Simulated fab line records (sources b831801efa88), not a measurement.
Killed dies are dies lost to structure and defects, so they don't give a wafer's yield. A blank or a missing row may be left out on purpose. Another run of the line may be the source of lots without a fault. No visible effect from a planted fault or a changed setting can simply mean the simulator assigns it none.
The same fault as seen by 2 desks | flow sky130 | each desk has only its own numbers; what lay behind them comes last

## TOOL OWNER'S DESK, lithoTrack-04
Per lot that ran on this tool, the mean of the sampled wafers carrying a number, from the tool's own readings at SKY_VIA1_SOFTBAKE_08 (time 90 s). Any lot whose mean is over 4 standard deviations away from the usual mean is out of limits and marked OUT; that distance is given in the brackets.
Columns: A = heaterPowerTotalW at SKY_VIA1_SOFTBAKE_08, usual 57.35 W; B = runLengthS at SKY_VIA1_SOFTBAKE_08, usual 119.06 s
lot  | first seen here | A               | B
L798 | day 36 13:00    | 59.49 (+21) OUT | 110.29 (-40) OUT
L800 | day 37 02:00    | 59.34 (+20) OUT | 110.44 (-39) OUT
Finding of this desk: L798, L800 out of limits; the first was L798 at day 36 13:00, on heaterPowerTotalW at SKY_VIA1_SOFTBAKE_08. In limits: none.

## AT THE METROLOGY DESK
What the gauges read for every lot (on any tool): the sampled wafers with a number, averaged. Any lot whose mean is over 4 standard deviations away from the usual mean is out of limits and marked OUT; that distance is given in the brackets.
Columns: A = cdNm at SKY_VIA1_CD_MEAS_12, usual 150.3 nm
lot  | first seen here | A
L789 | day 34 06:18    | 151.8
L790 | day 34 20:04    | 152.4
L791 | day 34 22:11    | 148.9
L798 | day 37 02:11    | 149.9
L800 | day 37 14:52    | 147.7
L802 | day 38 06:56    | 149.6
L803 | day 38 17:05    | 148.0
L804 | day 38 23:55    | 151.5
L806 | day 39 11:55    | 151.8
L807 | day 39 12:35    | 150.4
L810 | day 41 00:36    | 151.1
L811 | day 41 02:00    | 148.6
L812 | day 41 02:40    | 152.3
This desk's finding: nothing out of limits on any of the 13 lots.

## ALL TOGETHER
The tool owner's desk had the chance to raise an alarm at day 36 13:00 on L798, L800.
The metrology desk saw nothing out of limits.
The metrology desk holds a record of L798, L800, inside its limits.
Every lot named ran SKY_VIA1_SOFTBAKE_08 on lithoTrack-04.

## WHAT THE SIMULATOR PUT IN
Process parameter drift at SKY_VIA1_SOFTBAKE_08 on lithoTrack-04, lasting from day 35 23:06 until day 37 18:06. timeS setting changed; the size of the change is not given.
Struck lots among those shown: L798, L800.
How many hours passed from the start of the fault until each desk's first out-of-limits reading: the tool owner's desk, 14.
